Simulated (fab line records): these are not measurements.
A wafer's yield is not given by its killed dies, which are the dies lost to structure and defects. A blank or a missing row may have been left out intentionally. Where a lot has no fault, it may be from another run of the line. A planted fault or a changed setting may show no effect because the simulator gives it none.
A struck lot beside a sound one :: flow sky130 :: 43 out of 708 route steps
Sound: wafers L618.1, L618.4, L618.5. Struck: wafers L637.2, L637.4, L637.6. The cause is named last.
At each step with rows: each side's tool, then ch and its chambers, then its first start. Under that, the readings that differ: sound wafers :: struck wafers :: difference of the means :: sigmas: that difference in standard deviations of wafers without a fault.
alike: words and numbers the same on both sides, and readings whose means are apart by under 2 such deviations; not compared: readings that were withheld, readings missing a value for some wafer, numbers with overlapping values and no deviation given by the record, and bounds like >300 which may hide the same value.
The two part at a step that has a row with sigmas, a row that says differs or no value, or rows on one side only. Numbers that don't overlap but have no deviation are shown without sigmas and don't part them. Lack of a reading on every wafer of one side parts them only where that side has two or more wafers.

first, 1 step without rows for these wafers: SKY_SONOS_TUNNEL_DEVELOP_06 (develop time 60 s).
SKY_SONOS_TUNNEL_CD_MEAS_07: target cd 410 nm.
  sound: cd_sem-02 at day 11 12:49; struck: cd_sem-01 at day 18 01:50
  alike: cd_nm
SKY_SONOS_TUNNEL_OVL_MEAS_08:
  sound: overlay-02 at day 11 12:56; struck: overlay-02 at day 18 01:56
  alike: SONOS_TUNNEL_OVL
then, 3 steps without rows for these wafers: SKY_SONOS_TUNNEL_IMPLANT_09; SKY_SONOS_TUNNEL_WET_ETCH_10 (etches SiO2 in dHF, target depth 14 nm, time 280 s); SKY_SONOS_TUNNEL_STRIP_11 (strips in SPM, time 600 s).
SKY_SONOS_TUNNEL_TW_MEAS_12:
  sound: film_metro-04 at day 11 13:25; struck: film_metro-04 at day 18 02:23
  alike: SONOS_TUNNEL_TW
then, 2 steps without rows for these wafers: SKY_SONOS_TUNNEL_CLEAN_13 (cleans in dHF, time 20 s); SKY_SONOS_ONO_OXIDATION_00 (stabilise 600 s, purge 300 s, target thk 2.6 nm).
SKY_SONOS_ONO_THK_MEAS_01:
  sound: film_metro-04 at day 11 14:51; struck: film_metro-02 at day 18 04:59
  alike: SONOS_ONO_OXIDATION_THK
then, 1 step without rows for these wafers: SKY_SONOS_ONO_CVD_02 (deposits Si3N4 from DCS/NH3, target thk 10.5 nm, time 180 s).
SKY_SONOS_ONO_THK_MEAS_03:
  sound: film_metro-02 at day 11 16:08; struck: film_metro-04 at day 18 06:44
  alike: SONOS_ONO_CVD_02_THK
SKY_SONOS_ONO_CVD_04: deposits SiO2 from SiH4/N2O, target thk 5.7199 nm.
  sound on lpcvd-03 ch 0, day 11 17:25; struck on lpcvd-03 ch 0, day 18 06:47
reading: spike_tc_bottom_C (C)
sound: 919.5 917.4 916.9
struck: 906.4 906.3 906.4
difference: -11.6
sigmas: -12

reading: spike_tc_centre_C (C)
sound: 903.5 901.8 901.6
struck: 892.6 890.7 891.8
difference: -10.6
sigmas: -9

reading: spike_tc_lower_C (C)
sound: 902.0 899.7 900.3
struck: 891.9 890.6 890.7
difference: -9.6
sigmas: -8

reading: spike_tc_top_C (C)
sound: 909.7 910.0 911.8
struck: 900.7 899.5 900.9
difference: -10.1
sigmas: -11

reading: spike_tc_upper_C (C)
sound: 901.1 899.4 900.7
struck: 888.5 890.3 888.5
difference: -11.3
sigmas: -11

reading: model.SiO2_of_SONOS_ONO_CVD_04.thk_nm (nm)
sound: 5.644 5.711 5.675
struck: 4.808 4.804 4.871
difference: -0.849
sigmas: 
  alike: zone_power_centre_pct
SKY_SONOS_ONO_THK_MEAS_05:
  sound: film_metro-04 at day 11 18:40; struck: film_metro-02 at day 18 08:16
reading: SONOS_ONO_CVD_04_THK (nm)
sound: 5.64 5.72 5.67
struck: 4.75 4.79 4.88
difference: -0.87
sigmas: -9
  not compared: hold
then, 6 steps without rows for these wafers: SKY_SONOS_ONO_HMDS_07 (prime time 60 s); SKY_SONOS_ONO_COAT_08 (resist thk 1140 nm); SKY_SONOS_ONO_SOFTBAKE_09 (time 60 s); SKY_SONOS_ONO_EXPOSE_10 (exposes mask ONOM, target cd 410 nm); SKY_SONOS_ONO_PEB_11; SKY_SONOS_ONO_DEVELOP_12 (develop time 60 s).
SKY_SONOS_ONO_CD_MEAS_13: target cd 410 nm.
  sound: cd_sem-02 at day 12 18:22; struck: cd_sem-01 at day 19 14:45
  alike: cd_nm
SKY_SONOS_ONO_OVL_MEAS_14:
  sound: overlay-01 at day 12 18:29; struck: overlay-01 at day 19 14:52
  alike: SONOS_ONO_OVL
SKY_SONOS_ONO_ETCH_15: etches the open film in CHF3/O2, target depth 19.52 nm, time 7.8 s.
  sound on rie_diel-02 ch 1,2, day 12 18:31; struck on rie_diel-01 ch 2,3, day 19 14:53
  alike: O2_flow_sccm, bias_w, drypump_motor_current_A, oes_product_au, throttle_valve_pct
  not compared: rf_hours_counter_h
then, 1 step without rows for these wafers: SKY_SONOS_ONO_WET_ETCH_16 (etches SiO2 in dHF, target depth 14 nm, time 280 s).
SKY_SONOS_ONO_STRIP_17: strips in O2/N2.
  sound on plasma_asher-01 ch 0,1, day 12 18:38; struck on plasma_asher-01 ch 1, day 19 15:01
  alike: drypump_motor_current_A, oes_product_au, strip_time_to_endpoint_s
  not compared: rf_hours_counter_h
then, 3 steps without rows for these wafers: SKY_SONOS_ONO_WET_ETCH_18 (etches Si3N4 in H3PO4, target depth 15 nm, time 172 s); SKY_GATE_OXIDE_CLEAN_00 (cleans in SC1/SC2, time 150 s); SKY_GATE_OXIDE_OXIDATION_01 (stabilise 600 s, purge 300 s, target thk 10.268 nm).
SKY_GATE_OXIDE_THK_MEAS_02:
  sound: film_metro-03 at day 12 21:08; struck: film_metro-03 at day 19 17:07
  alike: GATE_OXIDE_OXIDATION_00_THK
then, 7 steps without rows for these wafers: SKY_GATE_OXIDE_DEHYDRATE_03 (time 60 s); SKY_GATE_OXIDE_HMDS_04 (prime time 60 s); SKY_GATE_OXIDE_COAT_05 (resist thk 1140 nm); SKY_GATE_OXIDE_SOFTBAKE_06 (time 60 s); SKY_GATE_OXIDE_EXPOSE_07 (exposes mask LVOM, target cd 600 nm); SKY_GATE_OXIDE_PEB_08; SKY_GATE_OXIDE_DEVELOP_09 (develop time 60 s).
SKY_GATE_OXIDE_OVL_MEAS_10:
  sound: overlay-01 at day 13 21:37; struck: overlay-01 at day 20 23:35
  alike: GATE_OXIDE_OVL
then, 2 steps without rows for these wafers: SKY_GATE_OXIDE_IMPLANT_11; SKY_GATE_OXIDE_WET_ETCH_12 (etches SiO2 in dHF, target depth 16.8 nm, time 336 s).
SKY_GATE_OXIDE_STRIP_13: strips in O2/N2.
  sound on plasma_asher-01 ch 0,1, day 13 21:56; struck on plasma_asher-02 ch 0,1, day 20 23:52
  alike: drypump_motor_current_A, oes_product_au, strip_time_to_endpoint_s
  not compared: rf_hours_counter_h
SKY_GATE_OXIDE_TW_MEAS_14:
  sound: film_metro-03 at day 13 22:02; struck: film_metro-02 at day 20 23:59
  alike: GATE_OXIDE_TW
SKY_GATE_OXIDE_CLEAN_15: cleans in SC1/SC2, time 150 s.
  sound on wet_bench-04 ch 2, day 13 22:05; struck on wet_bench-01 ch 3, day 21 00:02
reading: model.SiO2_of_SONOS_ONO_CVD_04.thk_nm (nm)
sound: 4.128 4.191 4.155
struck: 3.276 3.269 3.339
difference: -0.863
sigmas: 
-- here the record skips 29 days between the struck wafers' starts before and after, leaving off in module GATE_OXIDE and picking up in module PAD_OPEN (first step shown: number 708 of the route) --
SKY_PAD_OPEN_PROBE_99:
  sound: prober-02 at day 45 19:33; struck: prober-01 at day 50 10:04
reading: model.etest.sonos_uncharged.r_on_ohm_um
sound: 801.2 804.9 819.6
struck: 773.8 766 778.5
difference: -35.8
sigmas: 

reading: model.etest.cap_ono.gate_log10_a_cm2
sound: -7.906 -7.878 -7.958
struck: -6.769 -6.758 -6.957
difference: +1.086
sigmas: 

reading: model.etest.cap_ono.gate_bv_v (V)
sound: 16.27 16.73 16.72
struck: 15.03 15.68 15.17
difference: -1.28
sigmas: 

reading: model.etest.cap_ono.tox_acc_nm (nm)
sound: 12.89 12.9 12.86
struck: 11.96 11.98 12.13
difference: -0.86
sigmas: 

reading: model.etest.sonos_programmed.vt_v (V)
sound: 1.422 1.449 1.45
struck: 1.804 1.821 1.788
difference: +0.364
sigmas: 

reading: model.etest.sonos_baked.vt_v (V)
sound: 0.9574 0.9712 0.9598
struck: 1.196 1.209 1.214
difference: +0.244
sigmas: 

reading: model.etest.sonos_erased.vt_v (V)
sound: -2.303 -2.262 -2.254
struck: -2.534 -2.479 -2.492
difference: -0.229
sigmas: 
  alike: killed_at_M0_to_M3, killed_at_M4_up, killed_at_contacts, killed_at_front_end, killed_at_other, killed_dies, killed_open, killed_short
  not compared: model.etest.sonos_erased.drive_ua_um

WHERE THEY PART
Last at SKY_SONOS_ONO_THK_MEAS_05 as far as this record goes, first at SKY_SONOS_ONO_CVD_04. Later steps at which nothing parts them and some readings are alike: SKY_SONOS_ONO_CD_MEAS_13, SKY_SONOS_ONO_OVL_MEAS_14, SKY_SONOS_ONO_ETCH_15, SKY_SONOS_ONO_STRIP_17, SKY_GATE_OXIDE_THK_MEAS_02, SKY_GATE_OXIDE_OVL_MEAS_10, SKY_GATE_OXIDE_STRIP_13, SKY_GATE_OXIDE_TW_MEAS_14, SKY_PAD_OPEN_PROBE_99.

WHY: whatever the simulator had introduced
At SKY_SONOS_ONO_CVD_04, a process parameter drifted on lpcvd-03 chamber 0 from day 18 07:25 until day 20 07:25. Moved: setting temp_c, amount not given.
